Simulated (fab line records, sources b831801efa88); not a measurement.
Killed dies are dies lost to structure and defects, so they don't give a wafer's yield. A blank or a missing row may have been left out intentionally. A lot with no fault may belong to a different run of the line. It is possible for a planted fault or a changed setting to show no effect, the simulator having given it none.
fab line records    flow gf180mcu
record: lots: 5  wafers: 27
route steps=602 shown V3@431 MIM@522
start-h: hours from the record's opening day to when the first of the lot's shown wafers began    wait-h: hours since the lot's step before    " identical to the entry in the row above    L1.1+2: one row covering several wafers at once    - no value, or no start was given    * or withheld: withheld    < > ~ a bound
route shown NAME@n: NAME is a module with steps in the file, n the number in the route of the first one    usual: mean/standard deviation taken from wafers without a fault    same: alike in all rows    chamber/n: place in a boat    sites: the reading at each site    _std_site: standard deviation across them    _edge_site: mean of outer sites minus mean of inner sites    radius-mm: for every site, how far away it sits from the centre of the wafer    mask NAME#n: copy n    behind: the last tool/chamber to shape the wafer    hold: the reason the lot was held/the length of the hold in hours/how it ended    device: the n, p or np transistor that did not switch    end of line: the route-end tests of the same wafers    step lacking rows: just its recipe    killed: not the wafer's yield, but the dies lost to structure and defects at the first sort    map: the dies of a wafer, with x for killed, . for not killed, _ for no die there
set.NAME: the run value of the setting; set.NAME@STEP: its run value at that earlier step    model.NAME: the simulator's own value behind a step, which no gauge read
lots run with intentionally changed settings; tables by step, rows by wafer
== steps ==
step: GF_V3_CVD_02
recipe: material: SiO2  target-thk-nm: 850  precursor: TEOS  temp-c: 400  time-s: 94.851  rf-w: 600
lot.wafer  tool      chamber  start-h  wait-h  set.time-s  model.SiO2_of_V3_CVD_02.thk-nm
L075.1     pecvd-04  1        497.44   0.1     94.851      848.8
L075.2     "         0        "        "       94.851      847.4
L075.3     "         2        "        "       59.26       545.2
L075.4     "         2        "        "       94.851      873.2
L075.5     "         1        "        "       59.26       543.8
L075.6     "         0        "        "       59.26       530.2
L076.2     pecvd-03  2        501.67   0.0     94.851      824.3
L076.4     "         0        "        "       94.851      850.6
L076.6     "         1        "        "       94.851      854.2
L078.1     pecvd-03  1        523.70   0.1     94.851      836.4
L078.2     "         2        "        "       94.851      835.6
L078.3     "         0        "        "       114.4       1013
L078.4     "         1        "        "       114.4       1010
L078.5     "         2        "        "       114.4       1022
L078.6     "         0        "        "       94.851      847.1
L082.1     pecvd-02  1        556.04   0.1     94.851      842.8
L082.2     "         0        "        "       94.851      841.5
L082.3     "         2        "        "       94.851      839.8
L082.4     "         2        "        "       94.851      843.5
L082.5     "         1        "        "       94.851      849.5
L082.6     "         0        "        "       94.851      851.9
L085.1     pecvd-04  0        593.32   0.1     94.851      838.3
L085.2     "         2        "        "       94.851      855.3
L085.3     "         1        "        "       94.851      850.3
L085.4     "         2        "        "       94.851      859.3
L085.5     "         0        "        "       94.851      851.8
L085.6     "         1        "        "       94.851      853.7
step: GF_V3_THK_MEAS_03
recipe: reads: SiO2_of_V3_CVD_02
usual: V3_CVD_02_THK: 846/11
lot.wafer  tool           chamber  start-h  wait-h  set.time-s@V3_CVD_02  V3_CVD_02_THK[nm]
L075.1     film-metro-03  -        497.51   0.0     94.851                848
L075.2     "              -        "        "       94.851                848
L075.3     "              -        "        "       59.26                 545
L075.4     "              -        "        "       94.851                873
L075.5     "              -        "        "       59.26                 543
L075.6     "              -        "        "       59.26                 530
L076.2     film-metro-01  -        501.75   0.0     94.851                825
L076.4     "              -        "        "       94.851                849
L076.6     "              -        "        "       94.851                854
L078.1     film-metro-04  -        523.77   0.0     94.851                836
L078.2     "              -        "        "       94.851                836
L078.3     "              -        "        "       114.4                 1013
L078.4     "              -        "        "       114.4                 1011
L078.5     "              -        "        "       114.4                 1022
L078.6     "              -        "        "       94.851                847
L082.1     film-metro-01  -        556.11   0.0     94.851                843
L082.2     "              -        "        "       94.851                841
L082.3     "              -        "        "       94.851                840
L082.4     "              -        "        "       94.851                844
L082.5     "              -        "        "       94.851                850
L082.6     "              -        "        "       94.851                852
L085.1     film-metro-01  -        593.39   0.0     94.851                838
L085.2     "              -        "        "       94.851                856
L085.3     "              -        "        "       94.851                851
L085.4     "              -        "        "       94.851                859
L085.5     "              -        "        "       94.851                852
L085.6     "              -        "        "       94.851                853
step: GF_V3_CMP_04
recipe: material: SiO2  down-force-psi: 4  platen-rpm: 60  pad-velocity-m-s: 0.94248
usual: time-to-endpoint-s: 81/4.7
lot.wafer  tool    chamber  start-h  wait-h  set.time-s@V3_CVD_02  time-to-endpoint-s
L075.1     cmp-02  0        497.65   0.1     94.851                77
L075.4     "       1        "        "       94.851                91
L075.3     "       2        "        "       59.26                 25
L075.2     "       3        "        "       94.851                81
L075.5     "       0        "        "       59.26                 20
L075.6     "       1        "        "       59.26                 22
L076.4     cmp-01  2        501.85   0.1     94.851                74
L076.2     "       3        "        "       94.851                73
L076.6     "       2        "        "       94.851                78
L078.2     cmp-02  2        523.83   0.0     94.851                84
L078.1     "       3        "        "       94.851                80
L078.3     "       0        "        "       114.4                 140
L078.4     "       1        "        "       114.4                 148
L078.6     "       2        "        "       94.851                86
L078.5     "       3        "        "       114.4                 153
L082.3     cmp-01  2        556.17   0.0     94.851                75
L082.1     "       3        "        "       94.851                81
L082.4     "       0        "        "       94.851                82
L082.2     "       1        "        "       94.851                79
L082.6     "       2        "        "       94.851                78
L082.5     "       3        "        "       94.851                81
L085.2     cmp-02  0        593.45   0.0     94.851                75
L085.1     "       1        "        "       94.851                76
L085.4     "       2        "        "       94.851                85
L085.3     "       3        "        "       94.851                80
L085.5     "       0        "        "       94.851                76
L085.6     "       1        "        "       94.851                80
step: GF_V3_DEHYDRATE_06
recipe: temp-c: 200  time-s: 60
step: GF_V3_ETCH_16
recipe: chemistry: N2/H2  target-depth-a: withheld  overetch-a: withheld  time-s: withheld  target: BARC  ion-energy-ev: 200  source-w: 500  bias-w: 100  pressure-mtorr: 30  n2-flow-sccm: 100  h2-flow-sccm: 200
step: GF_V3_ETCH_17
recipe: chemistry: C4F8/O2/Ar  mask-material: KrF  target: SiO2  stop-on: TiN  source-w: 1500  bias-w: 1200  pressure-mtorr: 40  c4f8-flow-sccm: withheld  O2_flow_sccm: 6  Ar_flow_sccm: 300  time-s: withheld  target-depth-a: 6350
usual: oes-product-au: 0.856/0.005
lot.wafer  tool         chamber  start-h  wait-h  set.time-s@V3_CVD_02  oes-product-au
L075.1     rie-diel-03  3        -        -       *                     0.852
L075.2     "            0        "        "       *                     0.853
L075.3     "            2        "        "       *                     0.789
L075.4     "            1        "        "       *                     0.849
L075.5     "            3        "        "       *                     0.799
L075.6     "            2        "        "       *                     0.783
L076.2     rie-diel-04  3        -        -       *                     0.857
L076.4     "            2        "        "       *                     0.851
L076.6     "            3        "        "       *                     0.847
L078.1     rie-diel-01  1        -        -       *                     0.848
L078.2     "            2        "        "       *                     0.859
L078.3     "            0        "        "       *                     0.854
L078.4     "            3        "        "       *                     0.864
L078.5     "            0        "        "       *                     0.860
L078.6     "            1        "        "       *                     0.854
L082.1     rie-diel-03  3        -        -       *                     0.851
L082.2     "            2        "        "       *                     0.849
L082.3     "            0        "        "       *                     0.861
L082.4     "            1        "        "       *                     0.858
L082.5     "            1        "        "       *                     0.855
L082.6     "            0        "        "       *                     0.857
L085.1     rie-diel-03  1        -        -       *                     0.863
L085.2     "            2        "        "       *                     0.858
L085.3     "            3        "        "       *                     0.854
L085.4     "            0        "        "       *                     0.857
L085.5     "            0        "        "       *                     0.849
L085.6     "            3        "        "       *                     0.864
step: GF_MIM_METAL_ETCH_19
recipe: chemistry: Cl2/BCl3  mask-material: NOVOLAK  stop-on: Si3N4  target-depth-nm: 324.5  pressure-mtorr: 8  icp-w: 800  bias-w: 140  Cl2_flow_sccm: 80  bcl3-flow-sccm: 40  time-s: 54.1
usual: oes-product-au: 0.940/0.0058
lot.wafer  tool          chamber  start-h  wait-h  set.time-s  oes-product-au  model.NOVOLAK_of_MIM_COAT_14.thk-nm
L075.1     rie-metal-04  1        592.69   0.1     54.1        0.937           889.7
L075.2     "             0        "        "       54.1        0.938           885.3
L075.3     "             0        "        "       54.1        0.943           884.9
L075.4     "             1        "        "       54.1        0.947           888.2
L075.5     "             1        "        "       54.1        0.933           887.6
L075.6     "             0        "        "       54.1        0.936           886.1
L076.2     rie-metal-02  1        597.19   0.1     54.1        0.943           881
L076.4     "             1        "        "       54.1        0.952           882.3
L076.6     "             1        "        "       54.1        0.935           884.7
L078.1     rie-metal-02  0        617.86   0.1     54.1        0.937           883.9
L078.2     "             1        "        "       54.1        0.950           884.8
L078.3     "             0        "        "       54.1        0.928           888.8
L078.4     "             1        "        "       74.19       0.790           839.1
L078.5     "             0        "        "       74.19       0.796           837.3
L078.6     "             1        "        "       74.19       0.787           839.5
L082.1     rie-metal-02  1        645.20   0.1     54.1        0.931           887.3
L082.2     "             0        "        "       33.81       0.992           933.4
L082.3     "             1        "        "       54.1        0.933           887.3
L082.4     "             0        "        "       54.1        0.934           893.2
L082.5     "             0        "        "       33.81       0.985           933.2
L082.6     "             1        "        "       33.81       0.987           936.6
L085.1     rie-metal-02  0        680.09   0.1     54.1        0.943           886.3
L085.2     "             1        "        "       54.1        0.943           886.6
L085.3     "             0        "        "       54.1        0.943           889.9
L085.4     "             1        "        "       54.1        0.941           890.7
L085.5     "             0        "        "       54.1        0.939           888.5
L085.6     "             1        "        "       54.1        0.939           889.7
step: GF_MIM_STRIP_20
recipe: chemistry: O2/N2  power-w: 1400  pressure-mtorr: 1500  platen-temp-c: 250  o2-flow-sccm: 3000  n2-flow-sccm: 300  overash-fraction: 0.5
usual: strip-time-to-endpoint-s: 11.42/0.038
lot.wafer  tool             chamber  start-h  wait-h  set.time-s@MIM_METAL_ETCH_19  strip-time-to-endpoint-s
L075.1     plasma-asher-02  1        592.76   0.0     54.1                          11.44
L075.2     "                0        "        "       54.1                          11.40
L075.3     "                0        "        "       54.1                          11.40
L075.4     "                1        "        "       54.1                          11.43
L075.5     "                1        "        "       54.1                          11.42
L075.6     "                0        "        "       54.1                          11.41
L076.2     plasma-asher-01  1        597.31   0.1     54.1                          11.35
L076.4     "                0        "        "       54.1                          11.35
L076.6     "                0        "        "       54.1                          11.39
L078.1     plasma-asher-03  0        617.95   0.1     54.1                          11.39
L078.2     "                1        "        "       54.1                          11.40
L078.3     "                0        "        "       54.1                          11.44
L078.4     "                1        "        "       74.19                         10.88
L078.5     "                0        "        "       74.19                         10.83
L078.6     "                1        "        "       74.19                         10.86
L082.1     plasma-asher-01  1        645.30   0.1     54.1                          11.41
L082.2     "                0        "        "       33.81                         11.94
L082.3     "                1        "        "       54.1                          11.44
L082.4     "                0        "        "       54.1                          11.49
L082.5     "                0        "        "       33.81                         11.95
L082.6     "                1        "        "       33.81                         12.00
L085.1     plasma-asher-01  1        680.18   0.1     54.1                          11.41
L085.2     "                0        "        "       54.1                          11.41
L085.3     "                1        "        "       54.1                          11.44
L085.4     "                0        "        "       54.1                          11.47
L085.5     "                1        "        "       54.1                          11.42
L085.6     "                0        "        "       54.1                          11.45
== key ==
split: step: GF_V3_CVD_02  setting: time-s  stated: 94.851  by: wafer
response: step: GF_V3_CVD_02  reading: model.SiO2_of_V3_CVD_02.thk-nm  change: +8.45  per: 1%  r: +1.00
response: step: GF_V3_THK_MEAS_03  reading: V3_CVD_02_THK  change: +8.46  per: 1%  r: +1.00
response: step: GF_V3_CMP_04  reading: time-to-endpoint-s  change: *  per: 1%  r: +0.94
response: step: GF_V3_ETCH_17  reading: oes-product-au  change: +0.00132  per: 1%  r: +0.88
split: step: GF_MIM_METAL_ETCH_19  setting: time-s  stated: 54.1  by: wafer
response: step: GF_MIM_METAL_ETCH_19  reading: oes-product-au  change: -0.00271  per: 1%  r: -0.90
response: step: GF_MIM_METAL_ETCH_19  reading: model.NOVOLAK_of_MIM_COAT_14.thk-nm  change: -1.24  per: 1%  r: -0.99
response: step: GF_MIM_STRIP_20  reading: strip-time-to-endpoint-s  change: *  per: 1%  r: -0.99
